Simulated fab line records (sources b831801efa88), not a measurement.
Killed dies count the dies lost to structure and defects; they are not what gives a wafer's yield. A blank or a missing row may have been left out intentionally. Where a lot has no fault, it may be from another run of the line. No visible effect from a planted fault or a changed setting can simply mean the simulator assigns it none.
One fault through the eyes of 2 desks    flow gf180mcu    each desk holds nothing but its own numbers, with what lay behind them at the end

== FROM THE METROLOGY DESK ==
Means of the sampled wafers that have a number, per lot and without regard to the tool the lot ran on: this is what the gauges read. A lot is out of limits, marked OUT, if its mean lies more than 4 standard deviations from the usual mean; the brackets give that distance.
Columns: A = cd_nm at GF_V1_CD_MEAS_14, usual 259.6 nm; B = V1_W_RS at GF_V1_RS_MEAS_24, usual 0.332 ohm/sq
lot   first seen here  A      B
L580  day 18 10:19     260.1  0.334
L582  day 19 10:16     261.0  0.330
L583  day 19 20:08     259.8  0.335
L584  day 20 03:06     258.7  0.334
L586  day 20 19:39     259.3  0.334
L588  day 21 15:02     258.6  0.333
L589  day 22 06:11     259.7  0.329
L594  day 24 05:55     256.3  0.333
L596  day 25 03:07     255.0  0.332
L598  day 25 12:23     261.0  0.332
L601  day 26 05:25     259.8  0.333
L602  day 26 08:17     259.7  0.331
Result from this desk: across the 12 lots, nothing is out of limits.

== TOOL OWNER'S DESK, litho_track-01 ==
The tool's own readings at GF_V1_PEB_12 (peb time 90 s): means of the sampled wafers that have a number, for each lot that ran on this tool. A lot is out of limits, marked OUT, if its mean lies more than 4 standard deviations from the usual mean; the brackets give that distance.
Columns: A = heater_power_total_W at GF_V1_PEB_12, usual 85.69 W
lot   first seen here  A
L584  day 20 02:45     85.76
L586  day 20 19:18     85.73
L594  day 24 05:35     89.74 (+50) OUT
L596  day 25 02:47     89.69 (+49) OUT
This desk's finding: out of limits on L594, L596; first on L594, day 24 05:35 (heater_power_total_W at GF_V1_PEB_12). In limits: L584, L586.

== BROUGHT TOGETHER ==
At day 24 05:35, on L594, L596, the tool owner's desk was in a position to raise an alarm.
From the metrology desk's view, nothing was out of limits.
The metrology desk holds a record of L594, L596, inside its limits.
The lots listed all ran GF_V1_PEB_12 on litho_track-01.

== WHAT WAS PUT IN BY THE SIMULATOR ==
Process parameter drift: litho_track-01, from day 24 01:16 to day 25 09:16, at GF_V1_PEB_12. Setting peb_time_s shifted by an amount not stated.
Shown lots that were struck: L594, L596.
Delay in hours, fault start to first out-of-limits reading, by desk: the tool owner's desk at 4.
